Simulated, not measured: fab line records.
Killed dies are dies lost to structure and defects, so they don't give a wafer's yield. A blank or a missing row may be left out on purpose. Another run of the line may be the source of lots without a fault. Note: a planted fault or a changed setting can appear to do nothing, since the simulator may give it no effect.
Struck lot and sound lot, side by side :: flow gf180mcu :: 26 out of 602 route steps
Sound: wafers L531.1, L531.3, L531.5. Struck: wafer L540.2 (L540.3, L540.4, from the same lot, were not struck and are left out); the cause is given at the end.
For every step that has rows: the tool of each side, followed by ch and its chambers, followed by its first start. Under that, the readings that differ: sound wafers :: struck wafers :: difference of the means :: sigmas: that difference in standard deviations of wafers without a fault.
alike: words and numbers the same on both sides, and readings whose means are apart by under 2 such deviations; not compared: readings that were withheld, readings missing a value for some wafer, numbers with overlapping values and no deviation given by the record, and bounds like >300 which may hide the same value.
The two part at a step that has a row with sigmas, a row that says differs or no value, or rows on one side only. Numbers that don't overlap but have no deviation are shown without sigmas and don't part them. A reading missing from all wafers of one side parts the sides only when that side holds two or more wafers.

first, 5 steps without rows for these wafers: GF_HV_LDD_COAT_14 (resist thk 1000 nm); GF_HV_LDD_SOFTBAKE_15 (time 60 s); GF_HV_LDD_EXPOSE_16 (exposes mask Pplus LV AREA, target cd 400 nm); GF_HV_LDD_PEB_17; GF_HV_LDD_DEVELOP_18 (develop time 60 s).
GF_HV_LDD_CD_MEAS_19 targets a cd of 400 nm.
  sound: cd sem-02 at day 13 02:19; struck: cd sem-01 at day 15 21:19
  alike: cd nm
GF_HV_LDD_OVL_MEAS_20:
  sound: overlay-02 at day 13 02:26; struck: overlay-02 at day 15 21:25
  alike: HV_LDD_01_OVL
then, 1 step without rows for these wafers: GF_HV_LDD_IMPLANT_21.
GF_HV_LDD_STRIP_22: strips in O2/N2.
  sound on plasma asher-01 ch 0,1, day 13 02:38; struck on plasma asher-01 ch 1, day 15 21:35
  alike: drypump motor current A, heater power w, oes product au, strip time to endpoint s
  not compared: rf hours counter h
GF_HV_LDD_TW_MEAS_23:
  sound: film metro-03 at day 13 02:44; struck: film metro-02 at day 15 21:42
reading: HV_LDD_2_TW
sound: 1070 1070 1070
struck: 1059
difference: -11
sigmas: -2
then, 2 steps without rows for these wafers: GF_HV_LDD_DEHYDRATE_24 (time 60 s); GF_HV_LDD_HMDS_25 (prime time 60 s).
GF_HV_LDD_COAT_26: resist thk 1000 nm.
  sound on litho track-02 ch 0, day 13 12:32; struck on litho track-04 ch 0, day 16 08:33
reading: model.NOVOLAK_of_HV_LDD_COAT_26.thk nm (nm)
sound: 1003 1005 1003
struck: 986.2
difference: -17.5
sigmas: 
  alike: exhaust pa
then, 3 steps without rows for these wafers: GF_HV_LDD_SOFTBAKE_27 (time 60 s); GF_HV_LDD_EXPOSE_28 (exposes mask Nplus HV AREA, target cd 400 nm); GF_HV_LDD_PEB_29.
GF_HV_LDD_DEVELOP_30: develop time 60 s.
  sound on litho track-02 ch 0, day 13 22:14; struck on litho track-04 ch 0, day 16 20:06
reading: model.NOVOLAK_of_HV_LDD_COAT_26.thk nm (nm)
sound: 1003 1005 1002
struck: 985.8
difference: -17.5
sigmas: 
  alike: developer temp C, exhaust pa
GF_HV_LDD_CD_MEAS_31 targets a cd of 400 nm.
  sound: cd sem-01 at day 13 22:23; struck: cd sem-01 at day 16 20:14
  alike: cd nm
GF_HV_LDD_OVL_MEAS_32:
  sound: overlay-01 at day 13 22:31; struck: overlay-02 at day 16 20:21
  alike: HV_LDD_02_OVL
then, 4 steps without rows for these wafers: GF_HV_LDD_IMPLANT_33; GF_HV_LDD_IMPLANT_34; GF_HV_LDD_IMPLANT_35; GF_HV_LDD_IMPLANT_36.
GF_HV_LDD_STRIP_37: strips in O2/N2.
  sound on plasma asher-02 ch 1, day 13 23:09; struck on plasma asher-02 ch 1, day 16 20:59
reading: oes product au (a.u.)
sound: 0.714 0.715 0.709
struck: 0.728
difference: +0.015
sigmas: +3

reading: strip time to endpoint s (s)
sound: 12.66 12.70 12.66
struck: 12.46
difference: -0.21
sigmas: -6
  alike: drypump motor current A, heater power w
  not compared: rf hours counter h
GF_HV_LDD_TW_MEAS_38:
  sound: film metro-02 at day 13 23:15; struck: film metro-02 at day 16 21:05
  alike: HV_LDD_3_TW
GF_PASSIVATION_PROBE_99:
  the record has rows for the sound wafers here (prober-02, day 31 06:40) and none for the struck ones

== WHERE THEY PART ==
Earliest at GF_HV_LDD_TW_MEAS_23; latest, in this record, at GF_PASSIVATION_PROBE_99.

WHY: what had been put in by the simulator
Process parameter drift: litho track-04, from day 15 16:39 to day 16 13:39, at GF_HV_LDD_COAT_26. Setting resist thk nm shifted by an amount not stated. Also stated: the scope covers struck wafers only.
